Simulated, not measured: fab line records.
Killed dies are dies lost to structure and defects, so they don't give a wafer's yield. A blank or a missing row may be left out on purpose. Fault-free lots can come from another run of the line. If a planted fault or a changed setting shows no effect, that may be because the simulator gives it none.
Struck lot and sound lot, side by side / flow sky130 / 17 out of 708 route steps
Sound: these wafers, L557.1, L557.3, L557.5. Wafers L562.2, L562.5, L562.6 were the ones struck. At the end, the cause is stated.
For every step that has rows: the tool of each side, followed by ch and its chambers, followed by its first start. Under that, the readings that differ: sound wafers / struck wafers / difference of the means / sigmas: that difference in standard deviations of wafers without a fault.
alike: same words and numbers on both sides, and readings whose means sit less than 2 such deviations apart. not compared: any withheld reading, any reading some wafer has no value for, any bound like >300 that may hide the same value, and any number with overlapping values for which the record gives no deviation.
A row with sigmas, a row that says differs or no value, or rows on one side alone: a step with any of these is where the two part. Non-overlapping numbers with no deviation appear without sigmas and do not part them. A reading missing from all wafers of one side parts the sides only when that side holds two or more wafers.

SKY_METAL2_THK_MEAS_06: measures by xrf.
  sound: film metro-04 at day 37 21:51; struck: film metro-02 at day 39 11:47
reading=METAL2_ALCU_THK (nm); sound=247 244 244; struck=257 251 251; difference=+8; sigmas=+3
then, 8 steps without rows for these wafers: SKY_METAL2_DEHYDRATE_07 (time 60 s); SKY_METAL2_HMDS_08 (prime time 60 s); SKY_METAL2_COAT_09 (resist thk 60 nm); SKY_METAL2_COAT_10 (resist thk 450 nm); SKY_METAL2_SOFTBAKE_11 (time 90 s); SKY_METAL2_EXPOSE_12 (exposes mask MM2, target cd 140 nm); SKY_METAL2_PEB_13; SKY_METAL2_DEVELOP_14 (develop time 60 s).
SKY_METAL2_CD_MEAS_15 targets a cd of 140 nm.
  sound: cd sem-02 at day 38 23:15; struck: cd sem-01 at day 40 11:58
  alike: cd nm
SKY_METAL2_OVL_MEAS_16:
  sound: overlay-02 at day 38 23:22; struck: overlay-02 at day 40 12:04
  alike: METAL2_OVL
SKY_METAL2_DESCUM_17: chemistry O2, time 8 s.
  sound on rie metal-03 ch 1, day 38 23:24; struck on rie metal-03 ch 0,1, day 40 12:05
  alike: drypump motor current A, oes product au
  not compared: rf hours counter h
SKY_METAL2_ETCH_18: etches BARC in N2/H2, stops on SiO2, time 45.9 s, target depth 60 nm.
  sound on rie metal-03 ch 1, day 38 23:28; struck on rie metal-03 ch 0,1, day 40 12:07
reading=oes product au (a.u.); sound=0.848 0.856 0.858; struck=0.823 0.827 0.827; difference=-0.028; sigmas=-6
reading=model.KrF-thick_of_METAL2_COAT_10.thk nm (nm); sound=392.3 392.5 391.4; struck=404.2 404.6 403.7; difference=+12.1; sigmas=
reading=model.etch.depth nm (nm); sound=60.05 60.02 60.16; struck=55.89 55.78 56.29; difference=-4.09; sigmas=
  alike: drypump motor current A, n2 flow sccm, throttle valve pct
  not compared: rf hours counter h
SKY_METAL2_METAL_ETCH_19: etches the open film in Cl2/BCl3, stops on SiO2, target depth 360 nm, time 78 s.
  sound on rie metal-03 ch 1, day 38 23:35; struck on rie metal-03 ch 0,1, day 40 12:11
reading=model.KrF-thick_of_METAL2_COAT_10.thk nm (nm); sound=159.8 157.7 156.2; struck=165.3 169.9 164; difference=+8.5; sigmas=
  alike: drypump motor current A, oes product au, throttle valve pct
  not compared: rf hours counter h
SKY_METAL2_STRIP_20: strips in O2/N2.
  sound on plasma asher-02 ch 1, day 38 23:46; struck on plasma asher-03 ch 0,1, day 40 12:17
reading=strip time to endpoint s (s); sound=2.69 2.68 2.67; struck=2.75 2.82 2.77; difference=+0.10; sigmas=+3
  alike: drypump motor current A, n2 flow sccm, oes product au
  not compared: rf hours counter h
then, 1 step without rows for these wafers: SKY_METAL2_STRIP_21 (strips in post etch residue remover, time 1200 s).
-- the record jumps here: 9 days lie between the struck wafers' starts before and after (it left off in module METAL2 and takes up again in module PAD_OPEN, whose first step shown is number 708 of the route) --
SKY_PAD_OPEN_PROBE_99:
  sound: prober-01 at day 48 10:34; struck: prober-01 at day 49 16:27
reading=model.etest.tester.sort n pass; sound=395 399 409; struck=365 362 376; difference=-33; sigmas=
reading=model.etest.tester.sort yield pct (%); sound=80.28 81.1 83.13; struck=74.19 73.58 76.42; difference=-6.77; sigmas=
reading=model.etest.tester.sort_bin_3_pct (%); sound=0.813 0.4065 1.016; struck=7.724 8.943 6.098; difference=+6.843; sigmas=
reading=model.etest.met2 comb.leak log10 a um; sound=-12.03 -11.89 -12.01; struck=-9.214 -9.076 -9.376; difference=+2.755; sigmas=
reading=model.etest.tester.sort_bin_8_pct (%); sound=0 0 0; struck=3.571e-06 6.014e-05 1.591e-05; difference=+2.654e-05; sigmas=
  alike: defect limited yield, killed_at_M0_to_M3, killed_at_M4_up, killed at contacts, killed at front end, killed at other, killed dies, killed open, killed short, model.etest.tester.sort_bin_4_pct

WHERE THEY PART
Last at SKY_METAL2_STRIP_20 as far as this record goes, first at SKY_METAL2_THK_MEAS_06. Later steps at which nothing parts them and some readings are alike: SKY_PAD_OPEN_PROBE_99.

WHY: the cause the simulator had injected
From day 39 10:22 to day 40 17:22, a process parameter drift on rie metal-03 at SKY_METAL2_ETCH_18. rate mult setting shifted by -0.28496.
